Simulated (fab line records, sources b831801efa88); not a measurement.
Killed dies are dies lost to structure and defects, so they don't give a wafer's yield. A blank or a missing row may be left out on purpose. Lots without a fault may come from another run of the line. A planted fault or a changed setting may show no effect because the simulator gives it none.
Which tool did it? | flow gf180mcu | 13 lots, 39 wafers sampled, at 2 steps of a route of 602

WHAT THE GAUGES READ, wafer by wafer
GF_V4_THK_MEAS_03. Usual: V4_CVD_02_THK 854 nm, standard deviation 12.
lot  | measured     | on            | V4_CVD_02_THK (nm) | flag
L559 | day 23 10:49 | film_metro-02 | 861 846 862        |
L563 | day 24 20:19 | film_metro-03 | 861 865 863        |
L562 | day 24 22:19 | film_metro-04 | 846 869 875        |
L565 | day 25 14:27 | film_metro-03 | 839 833 852        |
L566 | day 25 19:41 | film_metro-04 | 843 845 860        |
L567 | day 26 07:48 | film_metro-03 | 851 858 866        |
L568 | day 26 14:25 | film_metro-02 | 842 861 859        |
L569 | day 26 20:19 | film_metro-04 | 859 832 858        |
L570 | day 27 09:07 | film_metro-02 | 846 864 858        |
L571 | day 27 14:41 | film_metro-02 | 839 858 874        |
L574 | day 28 11:22 | film_metro-03 | 843 849 862        |
L577 | day 29 05:17 | film_metro-03 | 850 855 862        |
L578 | day 29 10:35 | film_metro-04 | 851 868 872        |

WHICH TOOL RAN EACH LOT (tool, then ch and the chambers of the sampled wafers, then the start)
lot  | GF_V4_CVD_02
L559 | pecvd-04 ch 0,2, day 23 10:44
L563 | pecvd-04 ch 0,1, day 24 20:15
L562 | pecvd-02 ch 0,1, day 24 22:14
L565 | pecvd-03 ch 0,1,2, day 25 14:23
L566 | pecvd-02 ch 1,2, day 25 19:35
L567 | pecvd-04 ch 0,1, day 26 07:43
L568 | pecvd-02 ch 0,1, day 26 14:19
L569 | pecvd-04 ch 0,1,2, day 26 20:15
L570 | pecvd-02 ch 0,1, day 27 09:01
L571 | pecvd-04 ch 0,1, day 27 14:36
L574 | pecvd-02 ch 1,2, day 28 11:18
L577 | pecvd-02 ch 1,2, day 29 05:13
L578 | pecvd-02 ch 1,2, day 29 10:30
- GF_V4_CVD_02: deposits SiO2 from TEOS, target thk 850 nm, time 94.851 s.

WHAT THE TOOLS THEMSELVES READ (means of the sampled wafers that have a number; where no wafer has one, the mark that the record gives instead)
GF_V4_CVD_02. Usual: heater_power_w 702 W, standard deviation 110.
lot  | tool     | heater_power_w (W) | flag
L559 | pecvd-04 | 771                |
L563 | pecvd-04 | 716                |
L562 | pecvd-02 | 591                |
L565 | pecvd-03 | 875                |
L566 | pecvd-02 | 607                |
L567 | pecvd-04 | 737                |
L568 | pecvd-02 | 576                |
L569 | pecvd-04 | 726                |
L570 | pecvd-02 | 592                |
L571 | pecvd-04 | 721                |
L574 | pecvd-02 | 608                |
L577 | pecvd-02 | 580                |
L578 | pecvd-02 | 600                |

THE ANSWER, worked out from the rows above alone
Rule: a lot is off if the mean of its wafers that have a number lies more than 3 standard deviations from the usual mean. A lot without any number at a reading at which 4 lots or more have one is off too. The other lots that the step has rows for count as sound. The gauges are gone through in route order, then the tools' own readings, and for those a lot's mean is taken as printed above. The first step at which some lot is off is used, and at that step the reading that is off furthest; a lot without a number counts as furthest.
No lot is off at any reading shown: from this, nothing can be told.

WHAT THE SIMULATOR HAD PUT IN
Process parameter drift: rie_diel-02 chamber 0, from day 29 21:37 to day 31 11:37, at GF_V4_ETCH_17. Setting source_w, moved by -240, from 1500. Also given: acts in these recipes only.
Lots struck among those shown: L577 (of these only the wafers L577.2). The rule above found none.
